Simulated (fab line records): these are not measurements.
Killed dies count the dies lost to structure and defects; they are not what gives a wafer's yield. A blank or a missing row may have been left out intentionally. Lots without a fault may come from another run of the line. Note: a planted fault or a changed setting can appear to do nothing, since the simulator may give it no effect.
fab line records	flow sky130
[record] lots = 11	wafers = 33	last_day = 50
route steps=708 shown VIA1@481 METAL2@485 METAL3@535 PAD_OPEN@708
lots that met no fault: from a run of the same line without faults
start_h: hours from the record's opening day to when the first of the lot's shown wafers began	wait_h: hours from the lot's prior step to this one	" identical to the entry in the row above	L1.1+2: one row covering several wafers at once	- no value present, or no start provided	* or withheld: withheld	< > ~ a bound
route shown NAME@n: names a module that has steps shown in the file, with the first one's number in the route	usual: mean/standard deviation taken from wafers without a fault	same: alike in all rows	chamber/n: place in a boat	sites: readings site by site	_std_site: how widely they spread, as a standard deviation	_edge_site: the outer-site mean with the inner-site mean subtracted	radius_mm: for every site, how far away it sits from the centre of the wafer	mask NAME#n: copy n	behind: the last tool/chamber to shape the wafer	hold: why the lot went on hold/how many hours it stayed there/how the hold came to an end	device: names the non-switching transistor (n, p or np)	end of line: tests of these same wafers at the route's end	step lacking rows: just its recipe	killed: at the first sort, the dies lost to defects and structure; wafer yield is something else	map: the dies of a wafer, with x for killed, . for not killed, _ for no die there
set.NAME: the setting as run; set.NAME@STEP: as run at that earlier step	model.NAME: the simulator's own value behind a step, which no gauge read
the route's steps for a sample of lots (tables are steps, rows are wafers)
services: from which hour (start_h, from the record's first day; less than 0 if before it) a tool's chamber was out of use, for how many hours, and why
[[steps]]
[step SKY_VIA1_THK_MEAS_23]
[recipe] thk_meas_gauge = xrf	reads = W_of_VIA1_CVD_21
[usual] VIA1_W_THK = 262/4.5
lot.wafer	tool	chamber	start_h	wait_h	VIA1_W_THK[nm]
L416.2	film_metro-02	-	793.51	0.1	267
L416.3	"	-	"	"	260
L416.6	"	-	"	"	258
L418.2	film_metro-01	-	817.14	0.1	258
L418.4	"	-	"	"	265
L418.6	"	-	"	"	269
L423.1	film_metro-02	-	853.86	0.1	262
L423.2	"	-	"	"	264
L423.3	"	-	"	"	263
L425.1	film_metro-01	-	869.94	0.1	266
L425.2	"	-	"	"	268
L425.3	"	-	"	"	266
L429.1	film_metro-02	-	904.93	0.1	256
L429.3	"	-	"	"	262
L429.6	"	-	"	"	259
L432.2	film_metro-03	-	935.99	0.1	255
L432.3	"	-	"	"	260
L432.5	"	-	"	"	258
L433.2	film_metro-02	-	937.58	0.1	267
L433.3	"	-	"	"	265
L433.6	"	-	"	"	269
L434.2	film_metro-01	-	942.92	0.1	263
L434.5	"	-	"	"	268
L434.6	"	-	"	"	261
L435.1	film_metro-01	-	945.20	0.1	271
L435.4	"	-	"	"	266
L435.5	"	-	"	"	268
L438.1	film_metro-03	-	958.62	0.1	254
L438.3	"	-	"	"	255
L438.6	"	-	"	"	256
L437.1	film_metro-03	-	961.00	0.1	258
L437.5	"	-	"	"	256
L437.6	"	-	"	"	261
[step SKY_METAL2_SPUTTER_02]
[recipe] material = AlCu	target_thk_nm = 250	power_w = 10600	time_s = 13.3	chamber_pressure_pa = 0.4
[usual] cathode_dc_power_W = 10600/1.8	throttle_valve_pct = 30.6/1.3
lot.wafer	tool	chamber	start_h	wait_h	cathode_dc_power_W	throttle_valve_pct
L416.2	pvd_sputter-02	-	793.91	0.0	10603	33.1
L416.3	"	-	"	"	10604	30.3
L416.6	"	-	"	"	10601	30.4
L418.2	pvd_sputter-02	-	817.54	0.0	10598	30.1
L418.4	"	-	"	"	10601	30.3
L418.6	"	-	"	"	10600	30.3
L423.1	pvd_sputter-02	-	854.27	0.0	10600	33.3
L423.2	"	-	"	"	10595	31.0
L423.3	"	-	"	"	10600	30.5
L425.1	pvd_sputter-02	-	870.35	0.0	10601	30.9
L425.2	"	-	"	"	10600	33.5
L425.3	"	-	"	"	10600	30.0
L429.1	pvd_sputter-03	-	905.34	0.0	10603	30.7
L429.3	"	-	"	"	10601	29.0
L429.6	"	-	"	"	10601	29.0
L432.2	pvd_sputter-01	-	936.39	0.0	10598	29.9
L432.3	"	-	"	"	10600	31.1
L432.5	"	-	"	"	10597	31.2
L433.2	pvd_sputter-03	-	938.08	0.0	10600	28.5
L433.3	"	-	"	"	10600	31.0
L433.6	"	-	"	"	10600	30.7
L434.2	pvd_sputter-01	-	943.32	0.0	10602	31.3
L434.5	"	-	"	"	10602	30.9
L434.6	"	-	"	"	10598	29.7
L435.1	pvd_sputter-03	-	945.61	0.0	10602	31.8
L435.4	"	-	"	"	10600	30.6
L435.5	"	-	"	"	10602	29.1
L438.1	pvd_sputter-03	-	959.03	0.0	10600	31.8
L438.3	"	-	"	"	10601	29.2
L438.6	"	-	"	"	10598	28.4
L437.1	pvd_sputter-03	-	961.41	0.0	10598	30.7
L437.5	"	-	"	"	10604	31.4
L437.6	"	-	"	"	10599	28.8
[step SKY_METAL2_RS_MEAS_05]
[recipe] thk_meas_gauge = four-point-probe	reads = TiN_of_METAL2_SPUTTER_04+Ti_of_METAL2_SPUTTER_03+AlCu_of_METAL2_SPUTTER_02+TiN_of_METAL2_SPUTTER_01+Ti_of_METAL2_SPUTTER_00
[usual] METAL2_ALCU_RS = 0.1268/0.0021
lot.wafer	tool	chamber	start_h	wait_h	METAL2_ALCU_RS[ohm/sq]
L416.2	film_metro-02	-	794.02	0.0	0.1302
L416.3	"	-	"	"	0.1290
L416.6	"	-	"	"	0.1276
L418.2	film_metro-02	-	817.65	0.0	0.1296
L418.4	"	-	"	"	0.1272
L418.6	"	-	"	"	0.1294
L423.1	film_metro-04	-	854.36	0.0	0.1291
L423.2	"	-	"	"	0.1276
L423.3	"	-	"	"	0.1280
L425.1	film_metro-04	-	870.44	0.0	0.1120
L425.2	"	-	"	"	0.1285
L425.3	"	-	"	"	0.1283
L429.1	film_metro-02	-	905.43	0.0	0.1242
L429.3	"	-	"	"	0.1272
L429.6	"	-	"	"	0.1270
L432.2	film_metro-04	-	936.50	0.0	0.1243
L432.3	"	-	"	"	0.1253
L432.5	"	-	"	"	0.1246
L433.2	film_metro-01	-	938.20	0.0	0.1229
L433.3	"	-	"	"	0.1214
L433.6	"	-	"	"	0.1228
L434.2	film_metro-04	-	943.43	0.0	0.1249
L434.5	"	-	"	"	0.1241
L434.6	"	-	"	"	0.1255
L435.1	film_metro-04	-	945.70	0.0	0.1259
L435.4	"	-	"	"	0.1230
L435.5	"	-	"	"	0.1248
L438.1	film_metro-04	-	959.12	0.0	0.1277
L438.3	"	-	"	"	0.1271
L438.6	"	-	"	"	0.1258
L437.1	film_metro-02	-	961.50	0.0	0.1236
L437.5	"	-	"	"	0.1267
L437.6	"	-	"	"	0.1230
[step SKY_METAL2_THK_MEAS_06]
[recipe] thk_meas_gauge = xrf	reads = AlCu_of_METAL2_SPUTTER_02
[usual] METAL2_ALCU_THK = 251/4.4
lot.wafer	tool	chamber	start_h	wait_h	METAL2_ALCU_THK[nm]
L416.2	film_metro-02	-	794.13	0.1	243
L416.3	"	-	"	"	245
L416.6	"	-	"	"	249
L418.2	film_metro-02	-	817.76	0.1	248
L418.4	"	-	"	"	253
L418.6	"	-	"	"	249
L423.1	film_metro-04	-	854.48	0.1	248
L423.2	"	-	"	"	249
L423.3	"	-	"	"	248
L425.1	film_metro-04	-	870.56	0.1	281
L425.2	"	-	"	"	244
L425.3	"	-	"	"	246
L429.1	film_metro-02	-	905.55	0.1	255
L429.3	"	-	"	"	249
L429.6	"	-	"	"	251
L432.2	film_metro-04	-	936.61	0.1	257
L432.3	"	-	"	"	254
L432.5	"	-	"	"	256
L433.2	film_metro-01	-	938.31	0.1	260
L433.3	"	-	"	"	263
L433.6	"	-	"	"	261
L434.2	film_metro-04	-	943.54	0.1	252
L434.5	"	-	"	"	255
L434.6	"	-	"	"	251
L435.1	film_metro-04	-	945.82	0.1	252
L435.4	"	-	"	"	259
L435.5	"	-	"	"	255
L438.1	film_metro-04	-	959.24	0.1	249
L438.3	"	-	"	"	249
L438.6	"	-	"	"	252
L437.1	film_metro-02	-	961.62	0.1	257
L437.5	"	-	"	"	253
L437.6	"	-	"	"	260
[step SKY_METAL2_CD_MEAS_15]
[recipe] target_cd_nm = 140
[usual] cd_nm = 140.2/1.6
lot.wafer	tool	chamber	start_h	wait_h	cd_nm
L416.2	cd_sem-01	-	820.19	-	141.0
L416.3	"	-	"	"	141.2
L416.6	"	-	"	"	141.9
L418.2	cd_sem-01	-	843.96	-	138.6
L418.4	"	-	"	"	136.8
L418.6	"	-	"	"	141.1
L423.1	cd_sem-01	-	880.07	-	140.0
L423.2	"	-	"	"	139.5
L423.3	"	-	"	"	139.0
L425.1	cd_sem-01	-	896.12	-	137.8
L425.2	"	-	"	"	138.5
L425.3	"	-	"	"	137.5
L429.1	cd_sem-02	-	930.52	-	140.3
L429.3	"	-	"	"	141.0
L429.6	"	-	"	"	138.5
L432.2	cd_sem-02	-	960.74	-	139.4
L432.3	"	-	"	"	139.7
L432.5	"	-	"	"	138.8
L433.2	cd_sem-02	-	962.46	-	140.7
L433.3	"	-	"	"	139.9
L433.6	"	-	"	"	139.4
L434.2	cd_sem-02	-	968.20	-	140.6
L434.5	"	-	"	"	141.7
L434.6	"	-	"	"	141.3
L435.1	cd_sem-02	-	969.43	-	140.0
L435.4	"	-	"	"	139.8
L435.5	"	-	"	"	138.5
L438.1	cd_sem-01	-	983.02	-	142.7
L438.3	"	-	"	"	141.7
L438.6	"	-	"	"	142.7
L437.1	cd_sem-02	-	986.17	-	138.7
L437.5	"	-	"	"	140.2
L437.6	"	-	"	"	139.5
[step SKY_METAL3_SPUTTER_03]
[recipe] material = Ti	target_thk_nm = 5	power_w = 3000	time_s = 3.3	chamber_pressure_pa = 0.4
[usual] cathode_dc_power_W = 3000.0/0.6	throttle_valve_pct = 29.9/1.3
lot.wafer	tool	chamber	start_h	wait_h	cathode_dc_power_W	throttle_valve_pct
L416.2	pvd_sputter-01	-	849.86	0.0	3000.0	31.1
L416.3	"	-	"	"	3000.6	29.4
L416.6	"	-	"	"	3000.8	30.8
L418.2	pvd_sputter-04	-	873.00	0.0	2998.7	29.7
L418.4	"	-	"	"	2999.5	30.3
L418.6	"	-	"	"	3000.8	30.1
L423.1	pvd_sputter-01	-	908.55	0.0	3000.8	31.0
L423.2	"	-	"	"	3000.0	29.5
L423.3	"	-	"	"	3000.7	29.9
L425.1	pvd_sputter-04	-	924.44	0.0	2999.7	30.6
L425.2	"	-	"	"	2999.9	29.7
L425.3	"	-	"	"	3000.6	27.8
L429.1	pvd_sputter-02	-	958.74	0.0	2999.5	33.5
L429.3	"	-	"	"	3000.4	30.5
L429.6	"	-	"	"	2999.7	30.8
L432.2	pvd_sputter-01	-	987.99	0.0	2999.6	31.2
L432.3	"	-	"	"	2999.8	31.0
L432.5	"	-	"	"	2999.7	31.0
L433.2	pvd_sputter-01	-	989.05	0.0	2998.5	31.0
L433.3	"	-	"	"	2999.3	31.0
L433.6	"	-	"	"	3000.1	31.1
L434.2	pvd_sputter-04	-	995.18	0.0	3000.4	29.5
L434.5	"	-	"	"	3000.5	29.3
L434.6	"	-	"	"	2999.9	29.5
L435.1	pvd_sputter-04	-	996.04	0.0	3001.0	27.4
L435.4	"	-	"	"	3000.1	29.7
L435.5	"	-	"	"	3000.1	27.3
L438.1	pvd_sputter-04	-	1009.39	0.0	3000.1	27.5
L438.3	"	-	"	"	2999.2	29.6
L438.6	"	-	"	"	3000.3	27.4
L437.1	pvd_sputter-02	-	1012.20	0.0	3000.0	32.9
L437.5	"	-	"	"	3000.7	33.4
L437.6	"	-	"	"	3000.5	30.7
[step SKY_PAD_OPEN_PROBE_99]
[usual] defect_limited_yield = 82.6/2	killed_at_M0_to_M3 = 44/7.3	killed_at_M4_up = 3.1/1.6	killed_at_contacts = 24/5.4	killed_at_front_end = 15/4	killed_at_other = 0.2/0.49	killed_dies = 86/10	killed_on_rim = 17/3.7	killed_open = 48/7.3	killed_short = 38/6.3	sort_bin_3_pad_short = 0.8/0.45	sort_bin_5_function = 10.3/1.5	sort_bin_6_memory = 6.3/1.2	sort_n_pass = 406/10	sort_yield_pct = 82.6/2
[same] gross_dies = 492	killed_at_back_side = 0	sort_bin_4_leakage[%] = 0	sort_bin_8_speed[%] = 0
lot.wafer	tool	chamber	start_h	wait_h	defect_limited_yield[%]	killed_at_M0_to_M3	killed_at_M4_up	killed_at_contacts	killed_at_front_end	killed_at_other	killed_dies	killed_on_rim	killed_open	killed_short	sort_bin_3_pad_short[%]	sort_bin_5_function[%]	sort_bin_6_memory[%]	sort_n_pass	sort_yield_pct[%]
L416.2	prober-01	-	1076.57	0.1	85.0	36	2	16	20	0	74	16	41	33	0.6	8.7	5.7	418	85.0
L416.3	prober-01	-	1076.62	0.2	81.7	47	3	22	18	0	90	18	50	40	0.8	11.4	6.1	402	81.7
L416.6	prober-01	-	1076.77	0.2	81.7	47	5	21	17	0	90	23	47	43	1.4	11.6	5.3	402	81.7
L418.2	prober-01	-	1091.59	0.1	84.6	32	3	30	10	1	76	20	41	35	1.8	8.9	4.7	416	84.6
L418.4	prober-01	-	1091.69	0.2	85.6	35	6	18	12	0	71	18	39	32	1.4	8.7	4.3	421	85.6
L418.6	prober-01	-	1091.79	0.2	84.3	43	4	19	10	1	77	15	45	32	1.2	8.1	6.3	415	84.3
L423.1	prober-02	-	1121.07	0.1	78.9	51	3	27	22	1	104	18	54	50	1.0	13.4	6.7	388	78.9
L423.2	prober-02	-	1121.12	0.1	82.7	43	4	26	12	0	85	15	44	41	0.8	9.1	7.3	407	82.7
L423.3	prober-02	-	1121.17	0.2	83.9	47	2	15	15	0	79	17	38	41	1.0	9.8	5.3	413	83.9
L425.1	prober-02	-	1134.63	0.1	80.9	54	3	24	13	0	94	17	49	45	0.8	10.2	8.1	398	80.9
L425.2	prober-02	-	1134.68	0.1	82.9	46	4	22	12	0	84	17	48	36	1.0	8.3	7.7	408	82.9
L425.3	prober-02	-	1134.73	0.2	81.9	49	2	26	12	0	89	16	42	47	1.0	9.8	7.3	403	81.9
L429.1	prober-02	-	1160.98	0.1	85.2	37	5	23	8	0	73	19	38	35	0.4	8.3	6.1	419	85.2
L429.3	prober-02	-	1161.08	0.2	81.1	51	0	29	13	0	93	19	55	38	0.6	12.0	6.3	399	81.1
L429.6	prober-02	-	1161.23	0.2	82.1	51	3	20	13	1	88	18	46	42	1.2	8.3	8.3	404	82.1
L433.2	prober-01	-	1182.42	0.1	82.3	40	5	24	18	0	87	13	59	28	0	12.4	5.3	405	82.3
L433.3	prober-01	-	1182.47	0.2	82.5	46	3	23	14	0	86	19	47	39	0.8	11.4	5.3	406	82.5
L433.6	prober-01	-	1182.62	0.2	82.5	49	2	23	12	0	86	21	52	34	0.6	8.9	7.9	406	82.5
L432.2	prober-02	-	1182.57	0.1	80.3	48	4	26	18	1	97	14	48	49	1.4	9.8	8.5	395	80.3
L432.3	prober-02	-	1182.62	0.2	81.3	48	3	30	11	0	92	20	48	44	0.8	12.0	5.9	400	81.3
L432.5	prober-02	-	1182.72	0.2	83.1	50	0	15	18	0	83	17	39	44	0.8	9.1	6.9	409	83.1
L434.2	prober-01	-	1185.85	0.1	82.1	39	7	31	11	0	88	17	47	41	1.2	8.5	8.1	404	82.1
L434.5	prober-01	-	1186.00	0.2	79.7	46	4	34	15	1	100	24	65	35	0.8	11.2	8.3	392	79.7
L434.6	prober-01	-	1186.05	0.2	80.5	40	3	30	23	0	96	18	52	44	2.0	12.0	5.5	396	80.5
L435.1	prober-01	-	1187.58	0.1	84.3	38	1	25	13	0	77	10	50	27	0.6	9.6	5.5	415	84.3
L435.4	prober-01	-	1187.73	0.2	81.3	45	3	18	25	1	92	11	52	40	1.0	12.2	5.5	400	81.3
L435.5	prober-01	-	1187.78	0.2	80.5	45	4	34	13	0	96	18	57	39	0.6	12.2	6.7	396	80.5
L438.1	prober-01	-	1195.39	0.1	82.5	50	2	26	8	0	86	18	54	32	0.6	11.0	5.9	406	82.5
L438.3	prober-01	-	1195.49	0.2	80.9	53	6	23	12	0	94	17	58	36	1.2	12.8	5.1	398	80.9
L438.6	prober-01	-	1195.64	0.2	83.1	44	3	19	16	1	83	13	49	34	0.4	11.2	5.3	409	83.1
L437.1	prober-02	-	1197.62	0.1	80.9	44	5	25	20	0	94	19	54	40	1.0	11.2	6.9	398	80.9
L437.5	prober-02	-	1197.82	0.2	85.6	42	2	20	7	0	71	16	40	31	0.4	9.3	4.7	421	85.6
L437.6	prober-02	-	1197.87	0.2	83.3	41	3	21	16	1	82	17	50	32	0.2	10.8	5.7	410	83.3
// killed by level:class
L416.2 VIA1:geometric_particle:open=9 CONTACT:geometric_particle:open=6 FIELD_ISO:geometric_particle:open=5 VIA1:geometric_particle:short=5 METAL2:geometric_particle:short=5 FIELD_ISO:geometric_particle:short=4 POLY_GATE:geometric_particle:short=4 LI_CONTACT:geometric_particle:open=4
L416.3 VIA1:geometric_particle:open=9 VIA3:geometric_particle:open=8 CONTACT:geometric_particle:open=7 METAL1:geometric_particle:short=7 FIELD_ISO:geometric_particle:open=6 LOCAL_INTERCONNECT:geometric_particle:short=6 VIA2:geometric_particle:open=6 CONTACT:geometric_particle:short=5
L416.6 VIA1:geometric_particle:open=10 VIA3:geometric_particle:open=10 FIELD_ISO:geometric_particle:open=8 METAL1:geometric_particle:short=8 CONTACT:geometric_particle:short=7 VIA1:geometric_particle:short=7 FIELD_ISO:geometric_particle:short=5 CONTACT:geometric_particle:open=5
L418.2 CONTACT:geometric_particle:open=13 LI_CONTACT:geometric_particle:open=8 VIA1:geometric_particle:open=6 POLY_GATE:geometric_particle:short=5 METAL1:geometric_particle:short=5 METAL2:geometric_particle:short=5 CONTACT:geometric_particle:short=4 VIA2:geometric_particle:open=4
L418.4 CONTACT:geometric_particle:open=16 METAL2:geometric_particle:short=7 POLY_GATE:geometric_particle:open=5 METAL4:geometric_particle:short=5 METAL1:geometric_particle:short=4 VIA1:geometric_particle:open=4 VIA1:geometric_particle:short=4 VIA2:geometric_particle:short=4
L418.6 VIA1:geometric_particle:open=14 CONTACT:geometric_particle:open=8 VIA3:geometric_particle:short=7 VIA3:geometric_particle:open=6 LI_CONTACT:geometric_particle:open=6 CONTACT:geometric_particle:short=3 VIA1:geometric_particle:short=3 METAL3:geometric_particle:short=3
L423.1 CONTACT:geometric_particle:open=10 FIELD_ISO:geometric_particle:open=9 METAL1:geometric_particle:short=9 VIA1:geometric_particle:open=8 LI_CONTACT:geometric_particle:open=7 METAL2:geometric_particle:short=7 VIA2:geometric_particle:open=7 CONTACT:geometric_particle:short=6
L423.2 VIA1:geometric_particle:open=11 CONTACT:geometric_particle:open=10 METAL1:geometric_particle:short=8 LOCAL_INTERCONNECT:geometric_particle:short=5 VIA2:geometric_particle:open=5 VIA3:geometric_particle:short=5 LI_CONTACT:geometric_particle:open=4 CONTACT:geometric_particle:short=4
L423.3 VIA1:geometric_particle:open=12 VIA3:geometric_particle:open=7 METAL1:geometric_particle:short=6 VIA1:geometric_particle:short=6 POLY_GATE:geometric_particle:short=5 LOCAL_INTERCONNECT:geometric_particle:short=5 CONTACT:geometric_particle:open=5 FIELD_ISO:geometric_particle:open=4
L425.1 METAL1:geometric_particle:short=13 VIA1:geometric_particle:open=10 CONTACT:geometric_particle:open=8 LI_CONTACT:geometric_particle:open=8 CONTACT:geometric_particle:short=6 VIA3:geometric_particle:open=6 VIA1:geometric_particle:short=5 VIA2:geometric_particle:short=5
L425.2 VIA1:geometric_particle:open=11 METAL2:geometric_particle:short=9 CONTACT:geometric_particle:open=9 VIA2:geometric_particle:open=7 FIELD_ISO:geometric_particle:open=4 POLY_GATE:geometric_particle:open=4 METAL1:geometric_particle:short=4 LI_CONTACT:geometric_particle:open=4
L425.3 CONTACT:geometric_particle:open=9 VIA1:geometric_particle:open=9 VIA2:geometric_particle:open=9 CONTACT:geometric_particle:short=7 METAL3:geometric_particle:short=7 METAL1:geometric_particle:short=5 VIA3:geometric_particle:short=5 POLY_GATE:geometric_particle:short=4
L429.1 VIA2:geometric_particle:open=6 VIA3:geometric_particle:open=6 CONTACT:geometric_particle:open=6 LI_CONTACT:geometric_particle:short=5 LI_CONTACT:geometric_particle:open=5 LOCAL_INTERCONNECT:geometric_particle:short=5 METAL1:geometric_particle:short=4 METAL2:geometric_particle:short=4
L429.3 VIA1:geometric_particle:open=16 CONTACT:geometric_particle:open=10 VIA2:geometric_particle:open=9 LI_CONTACT:geometric_particle:open=7 LOCAL_INTERCONNECT:geometric_particle:short=6 METAL2:geometric_particle:short=6 VIA1:geometric_particle:short=5 METAL2:geometric_particle:open=5
L429.6 VIA1:geometric_particle:open=13 VIA2:geometric_particle:open=9 CONTACT:geometric_particle:open=6 METAL2:geometric_particle:short=6 VIA3:geometric_particle:short=6 FIELD_ISO:geometric_particle:short=5 LI_CONTACT:geometric_particle:open=5 METAL1:geometric_particle:short=5
L433.2 VIA1:geometric_particle:open=14 CONTACT:geometric_particle:open=11 POLY_GATE:geometric_particle:open=7 VIA2:geometric_particle:open=5 VIA3:geometric_particle:open=5 LI_CONTACT:geometric_particle:open=4 CONTACT:geometric_particle:short=4 METAL2:geometric_particle:short=4
L433.3 VIA1:geometric_particle:open=14 CONTACT:geometric_particle:open=9 FIELD_ISO:geometric_particle:open=5 LOCAL_INTERCONNECT:geometric_particle:short=5 VIA1:geometric_particle:short=5 METAL2:geometric_particle:short=4 VIA3:geometric_particle:open=4 VIA3:geometric_particle:short=4
L432.2 VIA1:geometric_particle:open=12 CONTACT:geometric_particle:open=11 METAL2:geometric_particle:short=8 FIELD_ISO:geometric_particle:short=6 CONTACT:geometric_particle:short=5 VIA2:geometric_particle:open=5 VIA3:geometric_particle:open=5 LI_CONTACT:geometric_particle:short=4
L432.3 CONTACT:geometric_particle:short=10 LI_CONTACT:geometric_particle:open=9 METAL1:geometric_particle:short=9 VIA2:geometric_particle:open=9 VIA1:geometric_particle:open=6 VIA3:geometric_particle:open=6 FIELD_ISO:geometric_particle:open=5 LOCAL_INTERCONNECT:geometric_particle:short=5
L433.6 VIA1:geometric_particle:open=11 VIA2:geometric_particle:open=10 CONTACT:geometric_particle:open=7 VIA3:geometric_particle:open=6 METAL1:geometric_particle:short=5 FIELD_ISO:geometric_particle:short=4 FIELD_ISO:geometric_particle:open=4 VIA1:geometric_particle:short=4
L432.5 VIA1:geometric_particle:open=11 METAL1:geometric_particle:short=10 METAL2:geometric_particle:short=9 FIELD_ISO:geometric_particle:open=6 VIA3:geometric_particle:open=5 VIA2:geometric_particle:open=4 LI_CONTACT:geometric_particle:open=4 CONTACT:geometric_particle:short=4
L434.2 LI_CONTACT:geometric_particle:open=12 METAL2:geometric_particle:short=8 CONTACT:geometric_particle:open=7 METAL1:geometric_particle:short=6 LOCAL_INTERCONNECT:geometric_particle:short=5 CONTACT:geometric_particle:short=5 VIA1:geometric_particle:short=5 VIA2:geometric_particle:open=5
L434.5 CONTACT:geometric_particle:open=14 VIA1:geometric_particle:open=10 VIA2:geometric_particle:open=10 LI_CONTACT:geometric_particle:open=8 VIA3:geometric_particle:open=8 CONTACT:geometric_particle:short=7 POLY_GATE:geometric_particle:open=5 METAL2:geometric_particle:short=4
L434.6 VIA1:geometric_particle:open=13 CONTACT:geometric_particle:open=11 FIELD_ISO:geometric_particle:open=8 LOCAL_INTERCONNECT:geometric_particle:short=6 FIELD_ISO:geometric_particle:short=5 VIA2:geometric_particle:open=5 LI_CONTACT:geometric_particle:short=4 CONTACT:geometric_particle:short=4
L435.1 CONTACT:geometric_particle:open=14 VIA1:geometric_particle:open=13 VIA3:geometric_particle:open=6 LI_CONTACT:geometric_particle:open=5 FIELD_ISO:geometric_particle:open=4 METAL1:geometric_particle:short=4 VIA1:geometric_particle:short=4 VIA2:geometric_particle:open=4
L435.4 VIA1:geometric_particle:open=14 CONTACT:geometric_particle:open=9 VIA2:geometric_particle:open=7 POLY_GATE:geometric_particle:short=6 METAL1:geometric_particle:short=6 VIA1:geometric_particle:short=6 FIELD_ISO:geometric_particle:short=5 LI_CONTACT:geometric_particle:open=4
L435.5 CONTACT:geometric_particle:open=13 VIA1:geometric_particle:open=12 VIA2:geometric_particle:open=8 LI_CONTACT:geometric_particle:open=7 LOCAL_INTERCONNECT:geometric_particle:short=7 VIA3:geometric_particle:open=6 POLY_GATE:geometric_particle:short=6 METAL1:geometric_particle:short=4
L438.1 VIA1:geometric_particle:open=12 LI_CONTACT:geometric_particle:open=10 CONTACT:geometric_particle:open=10 VIA2:geometric_particle:open=10 VIA3:geometric_particle:open=8 METAL1:geometric_particle:short=6 VIA1:geometric_particle:short=4 VIA3:geometric_particle:short=4
L438.3 VIA1:geometric_particle:open=11 LI_CONTACT:geometric_particle:open=9 VIA2:geometric_particle:open=9 CONTACT:geometric_particle:open=8 VIA3:geometric_particle:open=8 METAL2:geometric_particle:short=7 POLY_GATE:geometric_particle:short=4 POLY_GATE:geometric_particle:open=4
L438.6 VIA1:geometric_particle:open=10 VIA2:geometric_particle:open=9 VIA3:geometric_particle:open=7 CONTACT:geometric_particle:short=6 POLY_GATE:geometric_particle:open=5 LI_CONTACT:geometric_particle:open=5 LI_CONTACT:geometric_particle:short=4 VIA1:geometric_particle:short=4
L437.1 VIA1:geometric_particle:open=14 CONTACT:geometric_particle:open=11 VIA3:geometric_particle:open=6 LI_CONTACT:geometric_particle:open=5 METAL2:geometric_particle:open=5 METAL4:geometric_particle:short=5 FIELD_ISO:geometric_particle:open=4 CONTACT:geometric_particle:short=4
L437.5 VIA1:geometric_particle:open=11 CONTACT:geometric_particle:open=7 VIA2:geometric_particle:open=6 VIA3:geometric_particle:open=6 METAL1:geometric_particle:short=5 LOCAL_INTERCONNECT:geometric_particle:short=4 POLY_GATE:geometric_particle:open=3 LI_CONTACT:geometric_particle:short=3
L437.6 CONTACT:geometric_particle:open=9 VIA1:geometric_particle:open=9 VIA3:geometric_particle:open=6 POLY_GATE:geometric_particle:open=6 LI_CONTACT:geometric_particle:open=6 VIA1:geometric_particle:short=6 METAL1:geometric_particle:short=4 CONTACT:geometric_particle:short=4
[[services]]
tool	chamber	start_h	hours	kind
pvd_sputter-02	0	793.42	-	consumable_replace:kit
pvd_sputter-02	0	793.42	18.0	scheduled_down
pvd_sputter-02	0	793.42	18.0	vent_cycle
pvd_sputter-02	-	802.46	1.1	repair
pvd_sputter-02	-	803.03	1.2	repair
pvd_sputter-02	-	811.89	4.4	repair
pvd_sputter-01	2	818.85	-	consumable_replace:kit
pvd_sputter-01	2	818.85	18.0	scheduled_down
pvd_sputter-01	2	818.85	18.0	vent_cycle
pvd_sputter-01	-	841.57	7.9	repair
pvd_sputter-03	-	877.83	0.5	repair
pvd_sputter-03	-	929.30	0.9	repair
pvd_sputter-04	0	931.34	-	consumable_replace:kit
pvd_sputter-04	0	931.34	18.0	scheduled_down
pvd_sputter-04	0	931.34	18.0	vent_cycle
pvd_sputter-02	-	935.83	12.5	repair
pvd_sputter-03	-	1006.96	2.2	repair
[[key]]
[first_sign] step = SKY_METAL2_RS_MEAS_05	reading = METAL2_ALCU_RS	direction = down	sigmas = 7	usual = 0.1268	struck = 0.1120
[effect] step = SKY_METAL2_THK_MEAS_06	reading = METAL2_ALCU_THK	direction = up	sigmas = 6.7	usual = 251	struck = 281
met_at SKY_METAL2_SPUTTER_02
struck_lots L425
struck_wafers L425.1
not_acting_at SKY_VIA1_THK_MEAS_23,SKY_METAL2_CD_MEAS_15,SKY_METAL3_SPUTTER_03
onset_between 854.27 870.35
[fault] kind = process_parameter_drift	tool = pvd_sputter-02	chamber = -	onset_h = 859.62	steps = SKY_METAL2_SPUTTER_02	channel = time_s	offset = *	shape = step	end_h = 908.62	acts_in = *	stated = *	scope = struck_wafers_only
